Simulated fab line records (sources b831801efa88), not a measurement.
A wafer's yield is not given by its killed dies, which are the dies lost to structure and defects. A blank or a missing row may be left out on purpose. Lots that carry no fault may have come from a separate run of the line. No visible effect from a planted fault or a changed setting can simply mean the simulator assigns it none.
fab line records	flow gf180mcu	part 2 of 2: steps 29 to 40 of 40
record: lots: 5	wafers: 15	last-day: 34
route steps=602 shown V4@479 MIM@503
lots untouched by any fault: they come from a run of this same line in which no faults occurred
start-h: hours from the record's opening day to when the first of the lot's shown wafers began	wait-h: hours elapsed since this lot's preceding step	" the same as in the row above	L1.1+2: a single row standing in for several wafers	- either no value or no given start	* or withheld: withheld	< > ~ a bound
route shown NAME@n: names a module that has steps shown in the file, with the first one's number in the route	usual: the fault-free wafers' mean and standard deviation	same: alike in all rows	chamber/n: place in a boat	sites: readings site by site	_std_site: the standard deviation of these	_edge_site: mean of outer sites minus mean of inner sites	radius-mm: for every site, how far away it sits from the centre of the wafer	mask NAME#n: copy n	behind: tool/chamber where the wafer was last shaped	hold: reason for holding the lot/hours on hold/outcome of the hold	device: which transistor (n, p or np) failed to switch	end of line: at the end of the route, the tests of the same wafers	a step with no rows: only its recipe	killed: dies that structure and defects cost at the first sort, which is not the same as the wafer's yield	map: dies across one wafer; x = killed, . = not, _ = none there
set.NAME: the setting as run; set.NAME@STEP: as run at that earlier step	model.NAME: the simulator's own value behind a step, which no gauge read
certain route steps with their lots: each step a table, each wafer a row
services: a tool's chamber out of use, with start hour (start-h, from the record's first day; less than 0 if before it), hours out, and reason
== steps ==
step: GF_MIM_SPUTTER_04
recipe: material: TiN	target-thk-nm: 50	power-w: 6500	time-s: 41.7	chamber-pressure-pa: 0.4
usual: throttle-valve-pct: 30.0/1
lot.wafer	tool	chamber	start-h	wait-h	throttle-valve-pct
L076.1	pvd-sputter-02	-	579.24	0.0	32.8
L076.5	"	-	"	"	33.2
L076.6	"	-	"	"	29.7
L077.1	pvd-sputter-01	-	587.38	0.0	29.6
L077.2	"	-	"	"	29.2
L077.5	"	-	"	"	29.5
L085.1	pvd-sputter-02	-	649.96	0.0	29.7
L085.2	"	-	"	"	29.7
L085.4	"	-	"	"	31.0
L088.1	pvd-sputter-02	-	667.81	0.0	29.9
L088.4	"	-	"	"	29.7
L088.5	"	-	"	"	29.4
L096.3	pvd-sputter-04	-	731.75	0.0	29.5
L096.5	"	-	"	"	29.7
L096.6	"	-	"	"	28.6
step: GF_MIM_CVD_05
recipe: material: Si3N4	target-thk-nm: 42	temp-max-c: 400	temp-c: 385	time-s: 29.086	rf-w: 450
usual: heater-power-w: 590/91
lot.wafer	tool	chamber	start-h	wait-h	heater-power-w
L076.1	pecvd-04	1	579.28	0.0	589
L076.5	"	1	"	"	598
L076.6	"	2	"	"	685
L077.1	pecvd-02	0	587.42	0.0	581
L077.2	"	2	"	"	608
L077.5	"	2	"	"	615
L085.1	pecvd-04	2	650.00	0.0	607
L085.2	"	0	"	"	495
L085.4	"	2	"	"	610
L088.1	pecvd-01	2	667.85	0.0	489
L088.4	"	2	"	"	500
L088.5	"	0	"	"	776
L096.3	pecvd-01	2	731.79	0.0	587
L096.5	"	1	"	"	411
L096.6	"	0	"	"	704
step: GF_MIM_THK_MEAS_06
recipe: reads: Si3N4_of_MIM_CVD_05
usual: MIM_CVD_05_THK: 42.0/0.53
lot.wafer	tool	chamber	start-h	wait-h	MIM_CVD_05_THK[nm]
L076.1	film-metro-01	-	579.33	0.0	40.8
L076.5	"	-	"	"	41.6
L076.6	"	-	"	"	41.9
L077.1	film-metro-03	-	587.46	0.0	41.3
L077.2	"	-	"	"	41.5
L077.5	"	-	"	"	42.1
L085.1	film-metro-04	-	650.03	0.0	41.7
L085.2	"	-	"	"	41.3
L085.4	"	-	"	"	42.7
L088.1	film-metro-03	-	667.88	0.0	41.6
L088.4	"	-	"	"	42.7
L088.5	"	-	"	"	42.3
L096.3	film-metro-03	-	731.85	0.0	41.2
L096.5	"	-	"	"	42.4
L096.6	"	-	"	"	42.4
step: GF_MIM_SPUTTER_07
recipe: material: TiN	target-thk-nm: 60	power-w: 6500	time-s: 50	chamber-pressure-pa: 0.4
usual: throttle-valve-pct: 29.8/1.2
lot.wafer	tool	chamber	start-h	wait-h	throttle-valve-pct
L076.1	pvd-sputter-01	-	579.39	0.1	30.8
L076.5	"	-	"	"	30.9
L076.6	"	-	"	"	29.4
L077.1	pvd-sputter-04	-	587.52	0.1	29.4
L077.2	"	-	"	"	28.7
L077.5	"	-	"	"	28.8
L085.1	pvd-sputter-01	-	650.09	0.1	29.3
L085.2	"	-	"	"	29.2
L085.4	"	-	"	"	29.2
L088.1	pvd-sputter-04	-	667.94	0.1	28.8
L088.4	"	-	"	"	29.9
L088.5	"	-	"	"	28.8
L096.3	pvd-sputter-01	-	731.89	0.0	29.5
L096.5	"	-	"	"	29.3
L096.6	"	-	"	"	29.4
step: GF_MIM_SPUTTER_08
recipe: material: AlCu	target-thk-nm: 200	power-w: 10600	time-s: 10.6	chamber-pressure-pa: 0.4
usual: throttle-valve-pct: 29.8/1.2
lot.wafer	tool	chamber	start-h	wait-h	throttle-valve-pct
L076.1	pvd-sputter-01	-	579.43	0.0	30.9
L076.5	"	-	"	"	30.8
L076.6	"	-	"	"	29.1
L077.1	pvd-sputter-04	-	587.56	0.0	29.5
L077.2	"	-	"	"	28.9
L077.5	"	-	"	"	29.1
L085.1	pvd-sputter-01	-	650.14	0.0	29.6
L085.2	"	-	"	"	29.5
L085.4	"	-	"	"	29.0
L088.1	pvd-sputter-04	-	667.98	0.0	28.7
L088.4	"	-	"	"	29.8
L088.5	"	-	"	"	28.9
L096.3	pvd-sputter-01	-	731.93	0.0	29.5
L096.5	"	-	"	"	29.5
L096.6	"	-	"	"	29.4
step: GF_MIM_SPUTTER_09
recipe: material: TiN	target-thk-nm: 35	power-w: 6500	time-s: 29.2	chamber-pressure-pa: 0.4
usual: throttle-valve-pct: 29.8/1.2
lot.wafer	tool	chamber	start-h	wait-h	throttle-valve-pct
L076.1	pvd-sputter-01	-	579.45	0.0	30.6
L076.5	"	-	"	"	30.8
L076.6	"	-	"	"	29.3
L077.1	pvd-sputter-04	-	587.58	0.0	29.5
L077.2	"	-	"	"	28.8
L077.5	"	-	"	"	28.8
L085.1	pvd-sputter-01	-	650.16	0.0	29.5
L085.2	"	-	"	"	29.2
L085.4	"	-	"	"	29.3
L088.1	pvd-sputter-04	-	668.01	0.0	28.7
L088.4	"	-	"	"	29.9
L088.5	"	-	"	"	28.7
L096.3	pvd-sputter-01	-	731.95	0.0	29.7
L096.5	"	-	"	"	29.3
L096.6	"	-	"	"	29.3
step: GF_MIM_RS_MEAS_10
recipe: thk-meas-gauge: four-point-probe	reads: TiN_of_MIM_SPUTTER_09+AlCu_of_MIM_SPUTTER_08+TiN_of_MIM_SPUTTER_07
usual: MIM_ALCU_RS: 0.1607/0.0018
lot.wafer	tool	chamber	start-h	wait-h	MIM_ALCU_RS[ohm/sq]
L076.1	film-metro-03	-	579.49	0.0	0.1595
L076.5	"	-	"	"	0.1605
L076.6	"	-	"	"	0.1621
L077.1	film-metro-04	-	587.62	0.0	0.1603
L077.2	"	-	"	"	0.1601
L077.5	"	-	"	"	0.1624
L085.1	film-metro-03	-	650.19	0.0	0.1645
L085.2	"	-	"	"	0.1636
L085.4	"	-	"	"	0.1661
L088.1	film-metro-03	-	668.04	0.0	0.1626
L088.4	"	-	"	"	0.1617
L088.5	"	-	"	"	0.1604
L096.3	film-metro-01	-	732.03	0.1	0.1613
L096.5	"	-	"	"	0.1624
L096.6	"	-	"	"	0.1614
step: GF_MIM_THK_MEAS_11
recipe: thk-meas-gauge: xrf	reads: AlCu_of_MIM_SPUTTER_08
usual: MIM_ALCU_THK: 198.0/2.5
lot.wafer	tool	chamber	start-h	wait-h	MIM_ALCU_THK[nm]
L076.1	film-metro-03	-	579.61	0.1	197.6
L076.5	"	-	"	"	197.0
L076.6	"	-	"	"	195.6
L077.1	film-metro-04	-	587.74	0.1	199.1
L077.2	"	-	"	"	198.4
L077.5	"	-	"	"	197.4
L085.1	film-metro-03	-	650.31	0.1	193.5
L085.2	"	-	"	"	195.2
L085.4	"	-	"	"	191.8
L088.1	film-metro-03	-	668.16	0.1	195.5
L088.4	"	-	"	"	197.6
L088.5	"	-	"	"	198.8
L096.3	film-metro-01	-	732.13	0.1	195.8
L096.5	"	-	"	"	194.7
L096.6	"	-	"	"	195.8
step: GF_MIM_DEHYDRATE_12
recipe: temp-c: 200	time-s: 60
lot.wafer	tool	chamber	start-h	wait-h
L076.1+5+6	litho-track-03	0	589.81	10.2
L077.1+2+5	litho-track-02	0	597.37	9.6
L085.1+2+4	litho-track-03	0	659.16	8.8
L088.1+4+5	litho-track-01	0	676.90	8.7
L096.3+5+6	litho-track-03	0	740.51	8.4
step: GF_MIM_HMDS_13
recipe: prime-time-s: 60	prime-temp-c: 120
same: prime-time-s: 60
lot.wafer	tool	chamber	start-h	wait-h
L076.1+5+6	litho-track-03	0	589.96	0.1
L077.1+2+5	litho-track-02	0	597.52	0.1
L085.1+2+4	litho-track-03	0	659.31	0.1
L088.1+4+5	litho-track-01	0	677.05	0.1
L096.3+5+6	litho-track-03	0	740.66	0.1
step: GF_MIM_COAT_14
recipe: resist: NOVOLAK	spin-rpm: 3000	resist-thk-nm: 1000
lot.wafer	tool	chamber	start-h	wait-h
L076.1+5+6	litho-track-03	0	590.11	0.1
L077.1+2+5	litho-track-02	0	597.67	0.1
L085.1+2+4	litho-track-03	0	659.46	0.1
L088.1+4+5	litho-track-01	0	677.20	0.1
L096.3+5+6	litho-track-03	0	740.81	0.1
step: GF_MIM_SOFTBAKE_15
recipe: temp-c: 90	time-s: 60	resist: NOVOLAK
lot.wafer	tool	chamber	start-h	wait-h
L076.1+5+6	litho-track-03	0	590.26	0.1
L077.1+2+5	litho-track-02	0	597.82	0.1
L085.1+2+4	litho-track-03	0	659.61	0.1
L088.1+4+5	litho-track-01	0	677.35	0.1
L096.3+5+6	litho-track-03	0	740.96	0.1
== services ==
tool	chamber	start-h	hours	kind
pvd-sputter-01	-	534.14	18.9	repair
pvd-sputter-04	-	535.79	6.6	repair
krf-scanner-02	-	550.03	0.8	pm
cmp-01	-	550.93	0.3	repair
krf-scanner-02	-	554.25	0.4	repair
rie-diel-02	-	571.70	0.3	repair
cmp-01	-	572.23	4.0	pm
krf-scanner-02	-	586.41	4.0	pm
rie-diel-02	3	591.83	4.0	repair
rie-diel-02	2	594.63	3.6	repair
cmp-01	-	597.24	4.9	repair
krf-scanner-02	-	612.53	1.0	pm
krf-scanner-02	-	647.86	1.3	pm
rie-diel-02	2	655.62	6.1	repair
cmp-02	-	658.72	1.0	repair
pvd-sputter-01	-	673.01	0.9	repair
pvd-sputter-04	-	673.67	0.7	repair
krf-scanner-02	-	683.74	0.8	pm
pvd-sputter-01	-	701.21	8.5	repair
krf-scanner-02	-	707.76	3.6	pm
pvd-sputter-01	-	709.45	4.6	repair
krf-scanner-02	-	718.83	0.8	pm
krf-scanner-02	-	725.47	4.4	pm
rie-diel-02	1	732.62	4.6	repair
